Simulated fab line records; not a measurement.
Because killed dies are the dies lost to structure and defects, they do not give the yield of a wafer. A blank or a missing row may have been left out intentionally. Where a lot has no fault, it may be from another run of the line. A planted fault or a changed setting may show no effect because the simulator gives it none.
fab line records | flow sky130
record: lots: 6 wafers: 18 lastDay: 49
route steps=708 shown CAPM@538 PAD_OPEN@708
lots untouched by any fault: they come from a run of this same line in which no faults occurred
startH: hours from the record's first day to the start of the lot's first wafer shown | waitH: hours since the lot's step before | " as in the row above | L1.1+2: a single row standing in for several wafers | - no value, or no start given | * or withheld: withheld | < > ~ a bound
route shown NAME@n: NAME is a module with steps in the file, n the number in the route of the first one | usual: mean/standard deviation of fault-free wafers | same: alike in all rows | chamber/n: place in a boat | sites: readings site by site | _std_site: standard deviation across them | _edge_site: mean of outer sites minus mean of inner sites | radiusMm: for every site, how far away it sits from the centre of the wafer | mask NAME#n: copy n | behind: the tool/chamber that last shaped the wafer | hold: cause of the lot's hold/its duration in hours/its outcome | device: names the non-switching transistor (n, p or np) | end of line: the same wafers' tests at the end of the route | a step without rows: its recipe alone | killed: at the first sort, the dies lost to defects and structure; wafer yield is something else | map: a wafer's dies, x killed, . not, _ none there
set.NAME: the setting that was run; set.NAME@STEP: the one run at that earlier step | model.NAME: the simulator's own value behind a step, which no gauge read
lots at some steps of the route; a table a step, a row a wafer
services: from which hour (startH, from the record's first day; less than 0 if before it) a tool's chamber was out of use, for how many hours, and why
== steps ==
step: SKY_CAPM_THK_MEAS_01
recipe: reads: SiO2_of_CAPM_CVD_00
usual: CAPM_CVD_00_THK: 15.53/0.23
columns lot.wafer tool chamber startH waitH CAPM_CVD_00_THK[nm]
L577.2 filmMetro-02 - 873.00 - 15.38
L577.4 " - " " 15.59
L577.6 " - " " 15.53
L578.1 filmMetro-03 - 877.58 - 15.18
L578.3 " - " " 15.82
L578.6 " - " " 15.69
L580.2 filmMetro-02 - 899.80 - 15.75
L580.4 " - " " 15.95
L580.6 " - " " 15.99
L588.2 filmMetro-02 - 952.63 - 15.69
L588.3 " - " " 15.53
L588.4 " - " " 15.79
L589.1 filmMetro-02 - 962.84 - 15.44
L589.3 " - " " 15.53
L589.5 " - " " 15.97
L590.3 filmMetro-01 - 969.25 - 15.46
L590.4 " - " " 15.81
L590.6 " - " " 15.57
step: SKY_CAPM_SPUTTER_02
recipe: material: TiN targetThkNm: 200 tempC: 300 powerW: 6500 timeS: 166.7 chamberPressurePa: 0.4
usual: chamberPressurePa: 0.4000/0.0007 throttleValvePct: 29.9/0.91
columns lot.wafer tool chamber startH waitH chamberPressurePa throttleValvePct
L577.2 pvdSputter-01 - 873.05 0.0 0.3995 31.1
L577.4 " - " " 0.4009 29.3
L577.6 " - " " 0.3992 30.1
L578.1 pvdSputter-01 - 877.64 0.1 0.4011 29.3
L578.3 " - " " 0.3999 29.8
L578.6 " - " " 0.4002 29.6
L580.2 pvdSputter-01 - 899.85 0.0 0.3996 31.1
L580.4 " - " " 0.3995 29.8
L580.6 " - " " 0.3999 31.3
L588.2 pvdSputter-02 - 952.68 0.0 0.3997 30.1
L588.3 " - " " 0.3995 30.6
L588.4 " - " " 0.3994 29.0
L589.1 pvdSputter-02 - 962.90 0.1 0.4011 31.6
L589.3 " - " " 0.3997 30.0
L589.5 " - " " 0.3990 30.7
L590.3 pvdSputter-01 - 969.29 0.0 0.3992 31.3
L590.4 " - " " 0.3999 29.9
L590.6 " - " " 0.4000 31.3
step: SKY_CAPM_RS_MEAS_03
recipe: thkMeasGauge: four-point-probe reads: TiN_of_CAPM_SPUTTER_02
usual: CAPM_TIN_RS: 6.90/0.067
columns lot.wafer tool chamber startH waitH CAPM_TIN_RS[ohm/sq]
L577.2 filmMetro-01 - 873.18 0.1 6.84
L577.4 " - " " 6.90
L577.6 " - " " 6.86
L578.1 filmMetro-01 - 877.75 0.1 6.95
L578.3 " - " " 6.98
L578.6 " - " " 6.96
L580.2 filmMetro-03 - 899.98 0.1 6.81
L580.4 " - " " 6.85
L580.6 " - " " 6.85
L588.2 filmMetro-02 - 952.81 0.1 6.88
L588.3 " - " " 6.88
L588.4 " - " " 6.87
L589.1 filmMetro-02 - 963.01 0.1 6.88
L589.3 " - " " 6.88
L589.5 " - " " 6.84
L590.3 filmMetro-03 - 969.44 0.1 6.99
L590.4 " - " " 6.96
L590.6 " - " " 7.02
step: SKY_CAPM_THK_MEAS_04
recipe: thkMeasGauge: xrf reads: TiN_of_CAPM_SPUTTER_02
usual: CAPM_TIN_THK: 197.7/2.5
columns lot.wafer tool chamber startH waitH CAPM_TIN_THK[nm]
L577.2 filmMetro-01 - 873.29 0.1 199.3
L577.4 " - " " 197.4
L577.6 " - " " 198.1
L578.1 filmMetro-01 - 877.87 0.1 196.2
L578.3 " - " " 195.1
L578.6 " - " " 196.3
L580.2 filmMetro-03 - 900.09 0.1 198.2
L580.4 " - " " 198.1
L580.6 " - " " 196.6
L588.2 filmMetro-02 - 952.92 0.1 199.0
L588.3 " - " " 198.5
L588.4 " - " " 199.4
L589.1 filmMetro-02 - 963.13 0.1 199.9
L589.3 " - " " 199.3
L589.5 " - " " 200.6
L590.3 filmMetro-03 - 969.54 0.1 194.2
L590.4 " - " " 195.6
L590.6 " - " " 193.8
step: SKY_CAPM_DEHYDRATE_05
recipe: tempC: 200 timeS: 60
step: SKY_CAPM_HMDS_06
recipe: primeTimeS: 60 primeTempC: 120
step: SKY_CAPM_COAT_07
recipe: resist: NOVOLAK spinRpm: 3000 resistThkNm: 1140
step: SKY_CAPM_SOFTBAKE_08
recipe: tempC: 90 timeS: 60 resist: NOVOLAK
step: SKY_CAPM_EXPOSE_09
recipe: maskId: CAPM na: 0.6 sourceShape: conventional sigmaOuter: 0.6 polarization: unpolarized targetCdNm: 1000 doseMj: 159
step: SKY_CAPM_PEB_10
recipe: tempC: withheld timeS: * resist: NOVOLAK
step: SKY_CAPM_DEVELOP_11
recipe: resist: NOVOLAK developer: TMAH developTimeS: 60 devTempC: 23
step: SKY_CAPM_OVL_MEAS_12
usual: CAPM_OVL: 0.3/1.8
columns lot.wafer tool chamber startH waitH CAPM_OVL[nm]
L577.2 overlay-02 - 898.52 0.1 -1.0
L577.4 " - " " -0.4
L577.6 " - " " -1.4
L578.1 overlay-02 - 903.02 0.1 1.7
L578.3 " - " " 0.4
L578.6 " - " " 2.5
L580.2 overlay-01 - 924.53 0.1 3.5
L580.4 " - " " 0.9
L580.6 " - " " 3.3
L588.2 overlay-01 - 977.17 0.1 0.7
L588.3 " - " " -0.3
L588.4 " - " " -0.2
L589.1 overlay-02 - 987.50 0.1 0.1
L589.3 " - " " 1.6
L589.5 " - " " 0.6
L590.3 overlay-02 - 992.98 0.1 -0.4
L590.4 " - " " -0.6
L590.6 " - " " 0.9
step: SKY_CAPM_METAL_ETCH_13
recipe: targetDepthNm: 220 stopOn: SiO2 chemistry: Cl2/BCl3 target: TiN pressureMtorr: 10 icpW: 900 biasW: 48.5 Cl2_flow_sccm: 60 bcl3FlowSccm: 30 timeS: 62.9
usual: biasW: 48.49/0.14 drypumpMotorCurrentA: 5.7/0.39 oesProductAu: 0.943/0.0068 runLengthS: 91.36/0.3 throttleValvePct: 21.901/0.0096
columns lot.wafer tool chamber startH waitH biasW drypumpMotorCurrentA oesProductAu rfHoursCounterH runLengthS throttleValvePct model.NOVOLAK_of_CAPM_COAT_07.thkNm model.CAPM.featureDepthNm model.etch.depthNm
L577.2 rieMetal-03 0 898.55 0.0 48.58 5.7 0.940 6 91.60 21.907 990.3 202.7 202.7
L577.4 " 0 " " 48.51 5.6 0.948 - 91.67 21.917 994.6 200 200
L577.6 " 0 " " 48.49 5.7 0.941 - 91.65 21.901 992.8 201.7 201.7
L578.1 rieMetal-03 0 903.06 0.0 48.52 5.7 0.941 6 91.44 21.895 994.2 199.1 199.1
L578.3 " 1 " " 48.57 5.4 0.939 - 91.40 21.899 995.3 198.2 198.2
L578.6 " 1 " " 48.46 5.4 0.936 - 91.50 21.899 992 198.6 198.6
L580.2 rieMetal-04 1 924.56 0.0 48.35 5.3 0.953 15 91.49 21.911 989.7 203 203
L580.4 " 1 " " 48.52 5.3 0.950 - 91.30 21.895 991.3 202.3 202.3
L580.6 " 0 " " 48.39 6.1 0.948 - 91.30 21.902 988.3 201.6 201.6
L588.2 rieMetal-04 0 977.20 0.0 - 6.2 1.007 13 78.44 21.864 1023 177.6 177.6
L588.3 " 0 " " - 6.1 1.008 - 78.81 21.866 1022 176.5 176.5
L588.4 " 1 " " 48.32 5.3 0.952 - 91.62 21.907 994.2 201 201
L589.1 rieMetal-04 0 987.53 0.0 - 6.2 1.003 14 78.68 21.857 1019 175.6 175.6
L589.3 " 1 " " 48.44 5.3 0.951 - 92.04 21.887 994.6 200.9 200.9
L589.5 " 0 " " - 6.2 0.994 - 79.16 21.851 1021 175.5 175.5
L590.3 rieMetal-01 0 993.03 0.0 48.46 5.7 0.938 - 91.53 21.899 989.5 197.7 197.7
L590.4 " 1 " " 48.44 6.5 0.943 - 90.76 21.889 993.6 198.6 198.6
L590.6 " 0 " " 48.54 5.7 0.926 - 91.06 21.909 989.7 196.8 196.8
step: SKY_CAPM_STRIP_14
recipe: chemistry: O2/N2 powerW: 1400 pressureMtorr: 1500 platenTempC: withheld o2FlowSccm: 3000 n2FlowSccm: 300 overashFraction: 0.5
usual: drypumpMotorCurrentA: 5.7/0.56 oesProductAu: 0.710/0.0045 stripTimeToEndpointS: 12.66/0.045
columns lot.wafer tool chamber startH waitH drypumpMotorCurrentA oesProductAu rfHoursCounterH stripTimeToEndpointS
L577.2 plasmaAsher-03 0 898.63 0.1 6.7 0.713 73 12.64
L577.4 " 0 " " 6.7 0.720 - 12.66
L577.6 " 0 " " 6.7 0.711 - 12.64
L578.1 plasmaAsher-02 0 903.14 0.1 5.6 0.701 16 12.67
L578.3 " 1 " " 5.4 0.709 - 12.68
L578.6 " 0 " " 5.6 0.711 - 12.64
L580.2 plasmaAsher-03 0 924.64 0.1 6.7 0.705 76 12.61
L580.4 " 0 " " 6.7 0.716 - 12.63
L580.6 " 1 " " 5.9 0.707 - 12.59
L588.2 plasmaAsher-03 0 977.28 0.1 6.7 0.717 82 12.92
L588.3 " 0 " " 6.7 0.708 - 12.93
L588.4 " 1 " " 5.9 0.713 - 12.67
L589.1 plasmaAsher-04 1 987.61 0.1 5.3 0.715 117 12.89
L589.3 " 0 " " 4.9 0.713 - 12.67
L589.5 " 1 " " 5.3 0.711 - 12.91
L590.3 plasmaAsher-04 0 993.12 0.1 5.0 0.705 - 12.61
L590.4 " 1 " " 5.3 0.718 - 12.66
L590.6 " 1 " " 5.3 0.703 - 12.61
step: SKY_CAPM_STRIP_15
recipe: chemistry: postEtchResidueRemover timeS: 1200 tempC: 72.5
step: SKY_PAD_OPEN_PROBE_99
usual: defectLimitedYield: 82.8/2 killed_at_M0_to_M3: 42/7.3 killed_at_M4_up: 3.2/1.8 killedAtContacts: 25/5.2 killedAtFrontEnd: 15/4.6 killedAtOther: 0.3/0.62 killedDies: 85/9.9 killedOnRim: 17/3.9 killedOpen: 46/7.1 killedShort: 38/5.7 sort_bin_3_pad_short: 0.9/0.42 sort_bin_5_function: 10.0/1.5 sort_bin_6_memory: 6.3/1.2 sortNPass: 407/9.9 sortYieldPct: 82.8/2
same: grossDies: 492 killedAtBackSide: 0 sort_bin_4_leakage[%]: 0 sort_bin_8_speed[%]: 0
columns lot.wafer tool chamber startH waitH defectLimitedYield[%] killed_at_M0_to_M3 killed_at_M4_up killedAtContacts killedAtFrontEnd killedAtOther killedDies killedOnRim killedOpen killedShort sort_bin_3_pad_short[%] sort_bin_5_function[%] sort_bin_6_memory[%] sortNPass sortYieldPct[%]
L588.2 prober-02 - 1154.97 0.1 0 33 0 25 16 418 492 96 39 35 85.2 9.3 5.5 0 0
L588.3 prober-02 - 1155.02 0.2 0 34 7 30 13 408 492 96 52 32 83.5 9.6 6.9 0 0
L589.1 prober-01 - 1165.05 0.1 0 42 4 18 9 419 492 96 38 35 85.4 8.7 5.9 0 0
L589.5 prober-01 - 1165.25 0.2 0 49 1 28 7 407 492 96 50 35 83.1 9.6 7.3 0 0
killed by level:class
L588.2 CAPM:areaEtch=418 VIA1:geometricParticle:open=11 CONTACT:geometricParticle:open=7 LI_CONTACT:geometricParticle:short=6 FIELD_ISO:geometricParticle:short=5 POLY_GATE:geometricParticle:open=5 CONTACT:geometricParticle:short=5 METAL2:geometricParticle:short=5
L588.3 CAPM:areaEtch=408 VIA1:geometricParticle:open=14 CONTACT:geometricParticle:open=11 LI_CONTACT:geometricParticle:open=7 METAL4:geometricParticle:short=6 LOCAL_INTERCONNECT:geometricParticle:short=5 METAL2:geometricParticle:short=5 FIELD_ISO:geometricParticle:short=4
L589.1 CAPM:areaEtch=419 VIA1:geometricParticle:open=12 CONTACT:geometricParticle:open=10 METAL2:geometricParticle:short=6 FIELD_ISO:geometricParticle:short=4 METAL1:geometricParticle:short=4 VIA1:geometricParticle:short=4 CONTACT:geometricParticle:short=3
L589.5 CAPM:areaEtch=407 VIA1:geometricParticle:open=14 CONTACT:geometricParticle:open=10 VIA1:geometricParticle:short=9 LI_CONTACT:geometricParticle:open=8 VIA2:geometricParticle:open=7 LOCAL_INTERCONNECT:geometricParticle:short=5 METAL2:geometricParticle:short=4
map L588.2 (x killed, . not)
__________xxxxxxxxxx_________
________xxxxxxxxxxxxxx_______
______xxxxxxxxxxxxxxxxxx_____
_____xxxxxxxxxxxxxxxxxxxx____
____xxxxxxxxxxxxxxxxxxxxxx___
___xxxxxxxxxxxxxxxxxxxxxxxx__
__xxxxxxxxxxxxxxxxxxxxxxxxxx_
_xxxxxxxxxxxxxxxxxxxxxxxxxxxx
_xxxxxxxxxxxxxxxxxxxxxxxxxxxx
_xxxxxxxxxxxxxxxxxxxxxxxxxxxx
_xxxxxxxxxxxxxxxxxxxxxxxxxxxx
_xxxxxxxxxxxxxxxxxxxxxxxxxxxx
_xxxxxxxxxxxxxxxxxxxxxxxxxxxx
_xxxxxxxxxxxxxxxxxxxxxxxxxxxx
_xxxxxxxxxxxxxxxxxxxxxxxxxxxx
__xxxxxxxxxxxxxxxxxxxxxxxxxx_
___xxxxxxxxxxxxxxxxxxxxxxxx__
____xxxxxxxxxxxxxxxxxxxxxx___
_____xxxxxxxxxxxxxxxxxxxx____
______xxxxxxxxxxxxxxxxxx_____
________xxxxxxxxxxxxxx_______
__________xxxxxxxxxx_________
map L589.1 (x killed, . not)
__________xxxxxxxxxx_________
________xxxxxxxxxxxxxx_______
______xxxxxxxxxxxxxxxxxx_____
_____xxxxxxxxxxxxxxxxxxxx____
____xxxxxxxxxxxxxxxxxxxxxx___
___xxxxxxxxxxxxxxxxxxxxxxxx__
__xxxxxxxxxxxxxxxxxxxxxxxxxx_
_xxxxxxxxxxxxxxxxxxxxxxxxxxxx
_xxxxxxxxxxxxxxxxxxxxxxxxxxxx
_xxxxxxxxxxxxxxxxxxxxxxxxxxxx
_xxxxxxxxxxxxxxxxxxxxxxxxxxxx
_xxxxxxxxxxxxxxxxxxxxxxxxxxxx
_xxxxxxxxxxxxxxxxxxxxxxxxxxxx
_xxxxxxxxxxxxxxxxxxxxxxxxxxxx
_xxxxxxxxxxxxxxxxxxxxxxxxxxxx
__xxxxxxxxxxxxxxxxxxxxxxxxxx_
___xxxxxxxxxxxxxxxxxxxxxxxx__
____xxxxxxxxxxxxxxxxxxxxxx___
_____xxxxxxxxxxxxxxxxxxxx____
______xxxxxxxxxxxxxxxxxx_____
________xxxxxxxxxxxxxx_______
__________xxxxxxxxxx_________
== services ==
columns tool chamber startH hours kind
rieMetal-01 1 877.61 - clean
rieMetal-01 1 877.61 14.5 scheduledDown
rieMetal-01 1 877.61 14.5 ventCycle
pvdSputter-02 - 880.44 0.7 repair
rieMetal-03 - 882.90 0.2 repair
pvdSputter-01 - 910.63 2.9 repair
pvdSputter-01 - 912.49 22.8 repair
rieMetal-03 1 924.88 6.6 repair
plasmaAsher-04 - 939.21 2.8 pm
== key ==
firstSign: step: SKY_CAPM_METAL_ETCH_13 reading: runLengthS direction: down sigmas: 42 usual: * struck: *
effect: step: SKY_CAPM_METAL_ETCH_13 reading: oesProductAu direction: up sigmas: 8.7 usual: 0.943 struck: 1.003
effect: step: SKY_CAPM_STRIP_14 reading: stripTimeToEndpointS direction: up sigmas: 5.6 usual: * struck: *
effect: step: SKY_PAD_OPEN_PROBE_99 reading: killedAtOther direction: up sigmas: 99+ usual: 0.3 struck: 413
modelEffect: step: SKY_CAPM_METAL_ETCH_13 value: NOVOLAK_of_CAPM_COAT_07.thkNm without: 992 struck: 1021
moreKillsBornAt: SKY_CAPM_METAL_ETCH_13@rieMetal-04: 1652
metAt SKY_CAPM_METAL_ETCH_13
struckWafers L588.2,L588.3,L589.1,L589.5
laterRowsLeftOut L588.2,L588.3,L589.1,L589.5
onsetBetween 924.56 977.20
fault: kind: processParameterDrift tool: rieMetal-04 chamber: 0 onsetH: 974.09 steps: SKY_CAPM_METAL_ETCH_13 channel: timeS offset: * shape: step endH: 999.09 actsIn: * stated: *
laterRowsLeftOut: the simulator's readings of these wafers behind a module that went badly wrong aren't trusted and aren't shown, but for the sort
